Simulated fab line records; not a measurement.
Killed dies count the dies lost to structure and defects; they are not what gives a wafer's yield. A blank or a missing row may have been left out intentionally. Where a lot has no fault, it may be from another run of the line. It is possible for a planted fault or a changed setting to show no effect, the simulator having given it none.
Which of the tools did it? ; flow sky130 ; 72 wafers from 24 lots sampled at 3 of the route's 708 steps

== WHAT THE GAUGES SHOWED, per wafer ==
SKY_CONTACT_THK_MEAS_03.
lot;measured;on;CONTACT_HDPCVD_THK (nm)
L074;day 30 21:00;film-metro-01;558 550 558
L075;day 30 22:23;film-metro-01;569 571 572
L076;day 31 09:53;film-metro-03;558 560 561
L077;day 32 04:45;film-metro-04;562 558 566
L079;day 32 13:12;film-metro-04;569 563 564
L078;day 32 14:11;film-metro-01;568 567 564
L080;day 32 14:28;film-metro-01;556 553 554
L081;day 33 18:51;film-metro-04;558 561 563
L083;day 34 00:36;film-metro-04;567 557 560
L082;day 34 04:19;film-metro-01;558 562 557
L084;day 34 09:22;film-metro-03;557 557 566
L085;day 34 20:35;film-metro-03;565 569 565
L086;day 35 02:47;film-metro-04;563 572 562
L088;day 35 21:07;film-metro-04;559 559 557
L087;day 35 23:02;film-metro-04;558 556 558
L089;day 36 00:04;film-metro-03;562 565 556
L090;day 36 00:14;film-metro-01;562 561 557
L091;day 36 06:55;film-metro-01;558 564 564
L092;day 36 09:26;film-metro-03;568 565 568
L093;day 36 21:51;film-metro-03;560 558 561
L094;day 37 01:32;film-metro-01;568 572 567
L095;day 37 07:25;film-metro-04;561 568 567
L096;day 37 17:30;film-metro-01;556 564 556
L097;day 37 20:45;film-metro-01;564 556 565

SKY_VIA2_OVL_MEAS_13.
lot;measured;on;VIA2_OVL (nm)
L074;day 36 17:53;overlay-02;-1 5 0
L075;day 36 19:32;overlay-01;-1 -4 -1
L076;day 37 07:44;overlay-02;-2 3 0
L077;day 37 23:34;overlay-02;-2 -1 5
L079;day 38 08:35;overlay-01;-5 -3 -6
L078;day 38 09:14;overlay-02;2 -3 10
L080;day 38 09:45;overlay-01;2 -7 -4
L081;day 39 11:59;overlay-01;0 3 -1
L083;day 39 17:50;overlay-01;7 -1 12
L082;day 39 21:59;overlay-02;15 -2 6
L084;day 40 02:01;overlay-01;5 13 9
L085;day 40 12:29;overlay-01;-2 -7 -9
L086;day 40 18:04;overlay-02;8 7 0
L088;day 41 10:44;overlay-01;9 4 6
L087;day 41 11:42;overlay-01;-1 -1 -3
L089;day 41 14:53;overlay-01;1 -3 4
L090;day 41 13:19;overlay-02;3 5 -1
L091;day 41 19:00;overlay-01;4 4 11
L092;day 41 22:40;overlay-01;4 9 3
L093;day 42 11:18;overlay-02;4 10 -1
L094;day 42 12:27;overlay-01;-6 6 0
L095;day 42 17:38;overlay-01;-6 -4 5
L096;day 43 02:50;overlay-01;3 10 -3
L097;day 43 05:47;overlay-02;4 5 10

== EACH LOT AND THE TOOL THAT RAN IT (in order: tool; ch and the chambers of the sampled wafers; start) ==
lot;SKY_VIA1_CMP_02
L074;cmp-02 ch 0,2,3, day 33 06:24
L075;cmp-02 ch 1,2,3, day 33 07:56
L076;cmp-01 ch 1,3, day 33 20:11
L077;cmp-02 ch 0,1,3, day 34 13:41
L079;cmp-02 ch 0,2,3, day 34 22:28
L078;cmp-02 ch 2,3, day 34 22:40
L080;cmp-01 ch 0,1,3, day 34 23:10
L081;cmp-02 ch 0,2,3, day 36 03:41
L083;cmp-02 ch 1,2, day 36 08:19
L082;cmp-02 ch 0,2,3, day 36 12:45
L084;cmp-01 ch 1,2,3, day 36 17:53
L085;cmp-02 ch 0,1,2, day 37 05:28
L086;cmp-01 ch 0,2,3, day 37 11:17
L088;cmp-02 ch 0,1,3, day 38 04:52
L087;cmp-01 ch 1,3, day 38 06:02
L089;cmp-02 ch 0,1,3, day 38 08:58
L090;cmp-01 ch 0,1, day 38 08:56
L091;cmp-02 ch 0,1, day 38 14:13
L092;cmp-01 ch 0,3, day 38 17:20
L093;cmp-02 ch 0,1,2, day 39 06:04
L094;cmp-01 ch 0,2, day 39 08:37
L095;cmp-02 ch 0,3, day 39 14:12
L096;cmp-01 ch 1,3, day 39 23:44
L097;cmp-01 ch 1,2,3, day 40 02:44
- SKY_VIA1_CMP_02: polishes SiO2.

== WHAT THE TOOLS THEMSELVES READ (means of the sampled wafers that have a number; where no wafer has one, the mark that the record gives instead) ==
SKY_VIA1_CMP_02.
lot;tool;motor-current-A (A)
L074;cmp-02;11.6
L075;cmp-02;11.0
L076;cmp-01;11.9
L077;cmp-02;12.0
L079;cmp-02;11.8
L078;cmp-02;11.3
L080;cmp-01;11.8
L081;cmp-02;12.1
L083;cmp-02;11.4
L082;cmp-02;11.7
L084;cmp-01;12.9
L085;cmp-02;11.4
L086;cmp-01;12.7
L088;cmp-02;11.7
L087;cmp-01;12.0
L089;cmp-02;11.7
L090;cmp-01;12.2
L091;cmp-02;11.5
L092;cmp-01;11.6
L093;cmp-02;11.3
L094;cmp-01;13.0
L095;cmp-02;12.0
L096;cmp-01;11.6
L097;cmp-01;13.1

== THE ANSWER, worked out from the rows above alone ==
Rule: usual is defined by the lots themselves. Put in order of their means at a reading, lots are off if they are a third of the lots or fewer, leave a main group of 4 or more, and stand apart from it by a gap of 3 or more times the standard deviation of the main group's means; of several such gaps the widest counts. A main group is skipped when, at the precision printed for the reading in the tables above, its means are all equal. A lot without any number at a reading at which 4 lots or more have one is off too. Any other lot the step has rows for is counted as sound. Order of review: gauges by route order, followed by the tools' own readings, for which a lot's mean as printed above is used. The first step at which some lot is off is used, and at that step the reading that is off furthest; a lot without a number counts as furthest.
None of the lots is off at any reading shown; this tells nothing.

== WHAT THE SIMULATOR HAD PUT IN ==
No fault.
